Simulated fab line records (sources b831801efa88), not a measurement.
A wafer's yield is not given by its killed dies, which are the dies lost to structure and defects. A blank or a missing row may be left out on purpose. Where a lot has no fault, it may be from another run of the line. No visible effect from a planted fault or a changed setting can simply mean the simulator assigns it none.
A struck lot beside a sound one :: flow gf180mcu :: 22 steps out of a route of 602
Sound: the wafers L440.1, L440.3, L440.6. Struck: wafers L447.2, L447.3, L447.4. The cause comes at the end.
Per side, at each step with rows, come the tool, then ch with its chambers, and then its first start. Under that, the readings that differ: sound wafers :: struck wafers :: difference of the means :: sigmas: that difference in standard deviations of wafers without a fault.
alike: readings whose means differ by less than 2 such deviations, and words and numbers that are the same on both sides. not compared: withheld readings, readings that some wafer has no value for, bounds like >300 that may hide the same value, and numbers for which the record gives no deviation and whose values overlap.
Wherever a step has rows on one side only, a row that says differs or no value, or a row with sigmas, the two part there. Numbers that don't overlap but have no deviation are shown without sigmas and don't part them. A reading missing from all wafers of one side parts the sides only when that side holds two or more wafers.

first, 6 steps without rows for these wafers: GF_VT_IMPLANT_HMDS_23 (prime time 60 s); GF_VT_IMPLANT_COAT_24 (resist thk 1000 nm); GF_VT_IMPLANT_SOFTBAKE_25 (time 60 s); GF_VT_IMPLANT_EXPOSE_26 (exposes mask LVPWELL HV AREA, target cd 860 nm); GF_VT_IMPLANT_PEB_27; GF_VT_IMPLANT_DEVELOP_28 (develop time 60 s).
GF_VT_IMPLANT_OVL_MEAS_29:
  struck on overlay-01, day 11 10:25; sound on overlay-01, day 9 13:13
reading: VT_IMPLANT_02_OVL (nm)
sound: -0.2 0.0 0.8
struck: -2.7 -3.1 -2.1
difference: -2.8
sigmas: -2
then, 1 step without rows for these wafers: GF_VT_IMPLANT_IMPLANT_30.
GF_VT_IMPLANT_STRIP_31: strips in O2/N2.
  sound on plasma_asher-03 ch 0,1, day 9 13:24; struck on plasma_asher-01 ch 0,1, day 11 10:35
reading: drypump_motor_current_A (A)
sound: 5.6 4.9 4.9
struck: 6.4 5.5 6.4
difference: +1.0
sigmas: +2
  alike: heater_power_w, n2_flow_sccm, oes_product_au, strip_time_to_endpoint_s
  not compared: rf_hours_counter_h
GF_VT_IMPLANT_TW_MEAS_32:
  struck on film_metro-01, day 11 10:42; sound on film_metro-03, day 9 13:30
  alike: VT_IMPLANT_3_TW
then, 2 steps without rows for these wafers: GF_VT_IMPLANT_DEHYDRATE_33 (time 60 s); GF_VT_IMPLANT_HMDS_34 (prime time 60 s).
GF_VT_IMPLANT_COAT_35: resist thk 1000 nm.
  sound on litho_track-04 ch 0, day 9 21:50; struck on litho_track-04 ch 0, day 11 20:39
reading: model.NOVOLAK_of_VT_IMPLANT_COAT_35.thk_nm (nm)
sound: 1004 1003 1006
struck: 1020 1018 1017
difference: +14
sigmas: 
then, 3 steps without rows for these wafers: GF_VT_IMPLANT_SOFTBAKE_36 (time 60 s); GF_VT_IMPLANT_EXPOSE_37 (exposes mask Nwell HV AREA, target cd 860 nm); GF_VT_IMPLANT_PEB_38.
GF_VT_IMPLANT_DEVELOP_39: develop time 60 s.
  sound on litho_track-02 ch 0, day 10 06:51; struck on litho_track-01 ch 0, day 12 05:38
reading: model.NOVOLAK_of_VT_IMPLANT_COAT_35.thk_nm (nm)
sound: 1004 1002 1006
struck: 1020 1018 1017
difference: +14
sigmas: 
  alike: developer_temp_C
GF_VT_IMPLANT_OVL_MEAS_40:
  struck on overlay-01, day 12 05:48; sound on overlay-02, day 10 07:00
  alike: VT_IMPLANT_03_OVL
then, 1 step without rows for these wafers: GF_VT_IMPLANT_IMPLANT_41.
GF_VT_IMPLANT_STRIP_42: strips in O2/N2.
  sound on plasma_asher-01 ch 0, day 10 07:11; struck on plasma_asher-03 ch 0,1, day 12 05:59
reading: drypump_motor_current_A (A)
sound: 6.4 6.4 6.4
struck: 4.9 4.9 5.6
difference: -1.3
sigmas: -3

reading: n2_flow_sccm (sccm)
sound: 298.8 298.5 298.0
struck: 301.3 300.2 300.5
difference: +2.2
sigmas: +2

reading: strip_time_to_endpoint_s (s)
sound: 12.68 12.66 12.71
struck: 12.82 12.77 12.84
difference: +0.13
sigmas: +4
  alike: heater_power_w, oes_product_au
  not compared: rf_hours_counter_h
GF_VT_IMPLANT_TW_MEAS_43:
  struck on film_metro-03, day 12 06:05; sound on film_metro-01, day 10 07:17
  alike: VT_IMPLANT_4_TW
GF_PASSIVATION_PROBE_99:
  sound wafers here have rows in the record (prober-01, day 32 02:08); struck ones have none

WHERE THEY PART
Last at GF_PASSIVATION_PROBE_99 as far as this record goes, first at GF_VT_IMPLANT_OVL_MEAS_29.

WHY: what the simulator had put in
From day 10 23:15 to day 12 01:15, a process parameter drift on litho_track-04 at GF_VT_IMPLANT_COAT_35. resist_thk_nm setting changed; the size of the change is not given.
